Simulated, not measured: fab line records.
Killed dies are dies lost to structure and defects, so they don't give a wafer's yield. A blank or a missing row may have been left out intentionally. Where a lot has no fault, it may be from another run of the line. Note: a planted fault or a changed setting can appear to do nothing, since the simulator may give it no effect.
Struck lot and sound lot, side by side    flow sky130    18 steps out of a route of 708
Sound: the wafers L458.2, L458.5, L458.6. Struck: wafers L468.2, L468.3, L468.6. The cause is named last.
Per side, at each step with rows, come the tool, then ch with its chambers, and then its first start. Under that, the readings that differ: sound wafers    struck wafers    difference of the means    sigmas: that difference in standard deviations of wafers without a fault.
alike: readings whose means differ by less than 2 such deviations, and words and numbers that are the same on both sides. not compared: withheld readings, readings that some wafer has no value for, bounds like >300 that may hide the same value, and numbers for which the record gives no deviation and whose values overlap.
The two part at a step that has a row with sigmas, a row that says differs or no value, or rows on one side only. Numbers that have no deviation but don't overlap get no sigmas and don't part them. Lack of a reading on every wafer of one side parts them only where that side has two or more wafers.

first, 4 steps without rows for these wafers: SKY_VT_ADJUST_PCH_SOFTBAKE_03; SKY_VT_ADJUST_PCH_EXPOSE_04 (exposes mask NWM, target cd 840 nm); SKY_VT_ADJUST_PCH_PEB_05; SKY_VT_ADJUST_PCH_DEVELOP_06 (develop time 60 s).
SKY_VT_ADJUST_PCH_OVL_MEAS_07:
  sound: overlay-02 at day 12 14:43; struck: overlay-02 at day 16 02:50
reading                 sound         struck          difference  sigmas
VT_ADJUST_PCH_OVL (nm)  0.3 0.0 -1.0  -2.6 -3.5 -3.0  -2.8        -2
next, for these wafers, 1 step has no rows: SKY_VT_ADJUST_PCH_IMPLANT_08.
SKY_VT_ADJUST_PCH_STRIP_09: strips in O2/N2.
  sound on plasma asher-01 ch 0,1, day 12 14:53; struck on plasma asher-01 ch 0,1, day 16 03:01
  alike: drypump motor current A, o2 flow sccm, oes product au, strip time to endpoint s
  not compared: rf hours counter h
SKY_VT_ADJUST_PCH_TW_MEAS_10:
  sound: film metro-02 at day 12 15:00; struck: film metro-04 at day 16 03:08
  alike: VT_ADJUST_PCH_TW
then, 3 steps without rows for these wafers: SKY_SONOS_TUNNEL_DEHYDRATE_00 (time 60 s); SKY_SONOS_TUNNEL_HMDS_01 (prime time 60 s); SKY_SONOS_TUNNEL_COAT_02 (resist thk 1140 nm).
SKY_SONOS_TUNNEL_SOFTBAKE_03: time 61.83 s.
  sound on litho track-04 ch 0, day 13 02:40; struck on litho track-04 ch 0, day 16 17:07
  alike: plate sensor t centre C, plate sensor t edge C, resist line temp C
SKY_SONOS_TUNNEL_EXPOSE_04: exposes mask TUNM, target cd 410 nm.
  sound on iline stepper-02 ch 0, day 13 02:56; struck on iline stepper-01 ch 0, day 16 17:16
reading               sound                 struck                difference  sigmas
exposure dose mJ cm2  135.82 136.02 135.79  131.18 131.34 131.07  -4.68       -33
  alike: mask
then, 2 steps without rows for these wafers: SKY_SONOS_TUNNEL_PEB_05; SKY_SONOS_TUNNEL_DEVELOP_06 (develop time 60 s).
SKY_SONOS_TUNNEL_CD_MEAS_07: target cd 410 nm.
  sound: cd sem-02 at day 13 15:46; struck: cd sem-02 at day 17 06:22
  alike: cd nm
SKY_SONOS_TUNNEL_OVL_MEAS_08:
  sound: overlay-01 at day 13 15:53; struck: overlay-01 at day 17 06:28
  alike: SONOS_TUNNEL_OVL
-- here the record skips 33 days between the struck wafers' starts before and after, leaving off in module SONOS_TUNNEL and picking up in module PAD_OPEN (first step shown: number 708 of the route) --
SKY_PAD_OPEN_PROBE_99:
  sound: prober-01 at day 47 12:46; struck: prober-01 at day 49 21:19
  alike: killed_at_M0_to_M3, killed_at_M4_up, killed at contacts, killed at front end, killed at other, killed dies, killed open, killed short

WHERE THEY PART
At SKY_VT_ADJUST_PCH_OVL_MEAS_07 first; at SKY_SONOS_TUNNEL_EXPOSE_04 last (within this record only). Later steps at which nothing parts them and some readings are alike: SKY_SONOS_TUNNEL_CD_MEAS_07, SKY_SONOS_TUNNEL_OVL_MEAS_08, SKY_PAD_OPEN_PROBE_99.

WHY: the cause the simulator had injected
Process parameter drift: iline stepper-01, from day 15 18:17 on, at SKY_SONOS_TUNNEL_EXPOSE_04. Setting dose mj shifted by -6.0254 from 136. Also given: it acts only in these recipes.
